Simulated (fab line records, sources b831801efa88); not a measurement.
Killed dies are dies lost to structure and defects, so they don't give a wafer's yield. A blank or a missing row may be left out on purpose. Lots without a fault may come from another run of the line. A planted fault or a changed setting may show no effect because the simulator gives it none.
Chamber matching | flow sky130 | SKY_POLY_GATE_ETCH_15 on rie_diel-03: 4 sister chambers
The step etches BARC in N2/H2, stops on SiO2, time 118.5 s, target depth 110 nm. 16 wafers are shown with their chamber, then 8 later ones without.

WAFERS WITH THEIR CHAMBER
wafer  | chamber | oes_product_au (a.u.) | throttle_valve_pct (%)
L835.1 | 1       | 0.715                 | 13.208
L835.4 | 2       | 0.712                 | 13.204
L835.5 | 3       | 0.719                 | 13.213
L834.3 | 0       | 0.721                 | 13.207
L834.4 | 3       | 0.717                 | 13.220
L834.6 | 2       | 0.714                 | 13.204
L836.1 | 2       | 0.717                 | 13.207
L836.4 | 1       | 0.714                 | 13.203
L836.6 | 2       | 0.710                 | 13.217
L838.3 | 2       | 0.720                 | 13.201
L838.4 | 3       | 0.715                 | 13.204
L838.5 | 0       | 0.721                 | 13.222
L839.1 | 2       | 0.709                 | 13.211
L839.3 | 3       | 0.716                 | 13.215
L839.5 | 2       | 0.713                 | 13.212
L846.1 | 0       | 0.725                 | 13.216

SIGNATURES (means of the wafers above)
reading            | chamber 0 | chamber 1 | chamber 2 | chamber 3 | scatter within a chamber
oes_product_au     | 0.72233   | 0.71450   | 0.71357   | 0.71675   | 0.00302
throttle_valve_pct | 13.21500  | 13.20550  | 13.20800  | 13.21300  | 0.00611
Rule: a wafer's distance from a chamber is the root of the sum, over the readings, of the square of ((its reading less the chamber's mean) divided by the reading's scatter). The wafer belongs to the nearest chamber; if the next one is less than 2 further off, it can't be placed. The scatter: the root of (the sum of the squares of (reading less its chamber's mean) over the shown wafers, divided by (wafers less chambers)).

WAFERS WITHOUT THEIR CHAMBER
wafer  | oes_product_au (a.u.) | throttle_valve_pct (%)
L846.4 | 0.712                 | 13.223
L846.6 | 0.720                 | 13.236
L849.2 | 0.709                 | 13.191
L849.3 | 0.718                 | 13.228
L849.6 | 0.707                 | 13.231
L857.1 | 0.715                 | 13.210
L857.2 | 0.706                 | 13.213
L857.4 | 0.713                 | 13.217

WHICH CHAMBER EACH WENT THROUGH
wafer  | from the rows above               | in truth
L846.4 | can't be placed: 3 or 2 or 1 or 0 | 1
L846.6 | can't be placed: 0 or 3 or 2 or 1 | 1
L849.2 | can't be placed: 1 or 2 or 3      | 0
L849.3 | can't be placed: 3 or 0 or 2 or 1 | 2
L849.6 | can't be placed: 2 or 3 or 1 or 0 | 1
L857.1 | can't be placed: 2 or 1 or 3 or 0 | 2
L857.2 | can't be placed: 2 or 1 or 3      | 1
L857.4 | can't be placed: 3 or 2 or 1 or 0 | 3
Placed correctly: 0 of 8. Can't be placed from these rows: 8 (the true chamber is among the candidates in 7). Placed wrongly: 0.
